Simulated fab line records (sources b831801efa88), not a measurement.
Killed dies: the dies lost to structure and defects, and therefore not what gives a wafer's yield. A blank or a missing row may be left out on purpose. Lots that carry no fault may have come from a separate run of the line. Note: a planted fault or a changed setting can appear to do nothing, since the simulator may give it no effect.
Which tool was responsible? -- flow gf180mcu -- at 1 step of a route of 602, 13 lots with 39 wafers sampled

## WHAT THE GAUGES READ, wafer by wafer
GF_CONTACT_THK_MEAS_01. Usual: CONTACT_CVD_00_THK typically reads 299 nm, with standard deviation 3.6.
lot,measured,on,CONTACT_CVD_00_THK (nm),flag
L774,day 15 05:41,film metro-03,303 302 300,
L775,day 15 17:40,film metro-03,305 300 306,
L777,day 16 08:15,film metro-03,297 296 293,
L778,day 16 17:05,film metro-03,297 300 299,
L779,day 17 09:52,film metro-03,300 297 299,
L781,day 18 04:16,film metro-04,302 299 301,
L782,day 18 13:23,film metro-04,302 307 300,
L783,day 18 20:58,film metro-03,296 298 292,
L784,day 19 07:47,film metro-03,298 302 299,
L785,day 19 16:54,film metro-03,294 298 294,
L786,day 20 03:28,film metro-03,303 301 305,
L788,day 21 00:59,film metro-03,302 300 294,
L796,day 23 03:23,film metro-04,300 298 294,

## TOOL THAT RAN EACH LOT (tool first, then ch and the chambers of the sampled wafers, then the start)
The record holds no process step before these readings.

## WHAT THE TOOLS THEMSELVES READ (means of the sampled wafers that have a number; where no wafer has one, the mark that the record gives instead)
The record holds no such reading with a usual standard deviation.

## THE ANSWER, worked out from the rows above alone
Rule: take the mean of a lot's wafers that have a number; if it is more than 3 standard deviations from the usual mean, the lot is off. A lot without any number at a reading at which 4 lots or more have one is off too. The other lots that the step has rows for count as sound. Order of review: gauges by route order, followed by the tools' own readings, for which a lot's mean as printed above is used. At the first step where some lot is off, the reading lying furthest off is the one used; lots without a number count as furthest.
None of the lots is off at any reading shown; this tells nothing.

## WHAT THE SIMULATOR HAD PUT IN
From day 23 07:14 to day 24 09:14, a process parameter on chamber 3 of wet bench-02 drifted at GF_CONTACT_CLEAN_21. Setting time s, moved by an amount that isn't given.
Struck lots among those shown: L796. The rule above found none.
